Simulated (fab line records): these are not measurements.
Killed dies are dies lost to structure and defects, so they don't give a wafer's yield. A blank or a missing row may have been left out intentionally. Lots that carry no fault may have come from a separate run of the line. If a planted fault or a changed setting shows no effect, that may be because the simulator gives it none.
Which tool was responsible?    flow gf180mcu    at 1 step of a route of 602, 6 lots with 18 wafers sampled

== WHAT THE GAUGES SHOWED, per wafer ==
GF_V5_THK_MEAS_03.
lot   measured      on             V5_CVD_02_THK (nm)
L737  day 26 19:38  film_metro-03  1428 1425 1423
L740  day 27 18:41  film_metro-03  1429 1414 1464
L743  day 28 19:52  film_metro-01  1465 1429 1490
L746  day 29 17:19  film_metro-03  1479 1498 1491
L754  day 31 21:55  film_metro-03  1459 1471 1469
L757  day 32 17:41  film_metro-01  1446 1432 1453

== WHAT TOOL EACH LOT RAN ON (gives the tool, then ch and the chambers of the sampled wafers, and finally the start) ==
The record shows no process step preceding these readings.

== THE ANSWER, worked out from the rows above alone ==
Rule: the lots themselves supply what counts as usual. Put in order of their means at a reading, lots are off if they are a third of the lots or fewer, leave a main group of 4 or more, and stand apart from it by a gap of 3 or more times the standard deviation of the main group's means; of several such gaps the widest counts. Not used: any main group whose means are identical at the precision the tables above print for the reading. A lot without any number at a reading at which 4 lots or more have one is off too. All remaining lots with rows at the step are treated as sound.
No lot is off on any of the readings shown, so nothing can be concluded from this.

== WHAT THE SIMULATOR HAD PUT IN ==
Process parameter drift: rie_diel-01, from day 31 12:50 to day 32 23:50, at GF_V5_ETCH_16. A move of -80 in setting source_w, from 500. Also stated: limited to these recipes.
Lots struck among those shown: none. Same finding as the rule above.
